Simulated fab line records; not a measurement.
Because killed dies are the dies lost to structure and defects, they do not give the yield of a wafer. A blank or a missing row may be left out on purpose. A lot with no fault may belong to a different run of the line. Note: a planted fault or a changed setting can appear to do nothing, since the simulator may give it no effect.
A lot that was struck, set against a sound lot | flow sfq-line | 14 out of 325 route steps
Sound: these wafers, L991.2, L991.4, L991.6. Wafers L986.1, L986.2, L986.3 were the ones struck. The cause is named last.
Each step with rows lists, per side, the tool, then ch with its chambers, then its first start. Under that, the readings that differ: sound wafers | struck wafers | difference of the means | sigmas: that difference in standard deviations of wafers without a fault.
alike: readings with means less than 2 such deviations apart, plus words and numbers identical on both sides. not compared: withheld readings, readings lacking a value on some wafer, bounds such as >300 that could conceal the same value, and numbers that have no deviation in the record and whose values overlap.
A row with sigmas, a row that says differs or no value, or rows on one side alone: a step with any of these is where the two part. Non-overlapping numbers with no deviation appear without sigmas and do not part them. Lack of a reading on every wafer of one side parts them only where that side has two or more wafers.

SFQ_INCOMING_BOW_MEAS_900:
  sound on film-metro-01 at day 4 18:01; struck on film-metro-04 at day 3 17:00
  alike: INCOMING_BOW
then, 1 step without rows for these wafers: SFQ_TRILAYER_INCOMING_OXIDATION_002 (target thk 500 nm, ox time 4939 s).
SFQ_TRILAYER_L0_DEP_SPUTTER_003: material MoNx KI, target thk 40 nm, time 100 s.
  sound on pvd-sputter-03 at day 4 20:29; struck on pvd-sputter-04 at day 3 19:29
  no value came back on the struck wafers for base-pressure-pa (Pa), cathode-dc-power-W (W), chamber-pressure-pa (Pa), throttle-valve-pct (%); on the sound wafers base-pressure-pa (Pa) reads 1.29e-06 1.35e-06 1.34e-06
SFQ_L0_RS_MEAS_901: a four-point-probe measurement.
  sound on film-metro-01 at day 4 20:35; struck on film-metro-02 at day 3 19:34
  reading                | sound          | struck | difference                    | sigmas
  L0_MONX_KI_RS (ohm/sq) | 43.7 43.6 44.1 | - - -  | no value on the struck wafers |
SFQ_L0_THK_MEAS_902: measures by xrf.
  sound on film-metro-01 at day 4 20:41; struck on film-metro-02 at day 3 19:41
  reading             | sound          | struck         | difference | sigmas
  L0_MONX_KI_THK (nm) | 39.5 39.4 38.9 | <0.0 <0.0 <0.0 | differs    |
then, 6 steps without rows for these wafers: SFQ_TRILAYER_L0_LITHO_COAT_010 (resist thk 62 nm); SFQ_TRILAYER_L0_LITHO_COAT_005 (resist thk 600 nm); SFQ_TRILAYER_L0_LITHO_SOFTBAKE_009; SFQ_TRILAYER_L0_LITHO_EXPOSE_006 (exposes mask L0, target cd 2000 nm); SFQ_TRILAYER_L0_LITHO_PEB_008 (peb time 60 s); SFQ_TRILAYER_L0_LITHO_DEVELOP_007 (time 60 s).
-- the record jumps here: 2 days lie between the struck wafers' starts before and after --
SFQ_TRILAYER_L0_BARC_OPEN_METAL_ETCH_010: etches BARC in O2, target depth 125 nm, time 41.7 s.
  sound on rie-metal-03 ch 0,1, day 6 22:13; struck on rie-metal-03 ch 0,1, day 5 20:55
  alike: drypump-motor-current-A, oes-product-au
  not compared: rf-hours-counter-h
SFQ_TRILAYER_L0_ETCH_METAL_ETCH_008: etches MoNx KI in SF6/O2, stops on SiO2, target depth 50 nm, time 25 s.
  sound on rie-metal-03 ch 0,1, day 6 22:17; struck on rie-metal-03 ch 0,1, day 5 20:58
  reading               | sound             | struck            | difference | sigmas
  oes-product-au (a.u.) | 0.870 0.859 0.875 | 0.981 0.976 0.991 | +0.115     | +18
  alike: drypump-motor-current-A
  not compared: rf-hours-counter-h
SFQ_TRILAYER_L0_STRIP_STRIP_009: strips in O2.
  sound on rie-metal-03 ch 0,1, day 6 22:19; struck on rie-metal-03 ch 0,1, day 5 21:01
  alike: drypump-motor-current-A, oes-product-au, platen-temp-c
  not compared: rf-hours-counter-h

## WHERE THEY PART
First at SFQ_TRILAYER_L0_DEP_SPUTTER_003; last, within this record, at SFQ_TRILAYER_L0_ETCH_METAL_ETCH_008. Later steps at which nothing parts them and some readings are alike: SFQ_TRILAYER_L0_STRIP_STRIP_009.

WHY: what had been put in by the simulator
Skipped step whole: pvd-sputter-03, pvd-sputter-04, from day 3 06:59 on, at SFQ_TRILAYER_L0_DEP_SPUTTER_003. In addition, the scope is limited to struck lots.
